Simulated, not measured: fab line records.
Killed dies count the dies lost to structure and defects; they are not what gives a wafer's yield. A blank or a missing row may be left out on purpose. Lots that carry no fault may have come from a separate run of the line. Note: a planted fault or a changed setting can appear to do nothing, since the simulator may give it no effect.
Matching of chambers :: flow gf180mcu :: GF_POLY_GATE_ETCH_13 on rie si-02: 4 sister chambers
The step etches poly-Si in HBr/Cl2, stops on SiO2, target depth 198.5 nm, time 69.6 s. 8 wafers are shown with their chamber, then 8 later ones without.

EACH WAFER AND ITS CHAMBER
wafer: L536.1
chamber: 2
drypump motor current A (A): 5.9
oes product au (a.u.): 0.978

wafer: L541.6
chamber: 0
drypump motor current A (A): 5.3
oes product au (a.u.): 0.981

wafer: L542.1
chamber: 2
drypump motor current A (A): 6.0
oes product au (a.u.): 0.976

wafer: L546.2
chamber: 3
drypump motor current A (A): 6.1
oes product au (a.u.): 0.988

wafer: L546.6
chamber: 3
drypump motor current A (A): 6.1
oes product au (a.u.): 0.978

wafer: L548.2
chamber: 0
drypump motor current A (A): 5.3
oes product au (a.u.): 0.983

wafer: L548.6
chamber: 1
drypump motor current A (A): 5.5
oes product au (a.u.): 0.991

wafer: L555.3
chamber: 1
drypump motor current A (A): 5.5
oes product au (a.u.): 1.006

WAFERS MISSING THEIR CHAMBER
wafer: L555.5
drypump motor current A (A): 6.0
oes product au (a.u.): 0.981

wafer: L555.6
drypump motor current A (A): 5.5
oes product au (a.u.): 0.993

wafer: L556.1
drypump motor current A (A): 5.3
oes product au (a.u.): 0.987

wafer: L556.3
drypump motor current A (A): 6.0
oes product au (a.u.): 0.966

wafer: L556.5
drypump motor current A (A): 5.3
oes product au (a.u.): 0.993

wafer: L557.1
drypump motor current A (A): 6.1
oes product au (a.u.): 0.987

wafer: L557.2
drypump motor current A (A): 5.5
oes product au (a.u.): 0.993

wafer: L557.6
drypump motor current A (A): 5.3
oes product au (a.u.): 0.993

THE CHAMBER EACH PASSED THROUGH
wafer: L555.5
from the rows above: can't be placed: 2 or 3
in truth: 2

wafer: L555.6
from the rows above: 1
in truth: 1

wafer: L556.1
from the rows above: 0
in truth: 0

wafer: L556.3
from the rows above: can't be placed: 2 or 3
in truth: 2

wafer: L556.5
from the rows above: 0
in truth: 0

wafer: L557.1
from the rows above: 3
in truth: 3

wafer: L557.2
from the rows above: 1
in truth: 1

wafer: L557.6
from the rows above: 0
in truth: 0
Correct placement for 6 of the 8. Cannot be placed on the basis of these rows: 2; the candidates contain the true chamber in 2. Number placed wrongly: 0.
How it was worked out, from the rows above alone: a wafer's distance from a chamber is the root of the sum, over the readings, of the square of ((its reading less the chamber's mean) divided by the reading's scatter). The wafer belongs to the nearest chamber; if the next one is less than 2 further off, it can't be placed. For every chamber, the mean is computed from those of its wafers that are shown. The scatter is the square root of a quotient: the sum, over the shown wafers, of each reading's squared deviation from its chamber's mean, divided by wafers minus chambers.
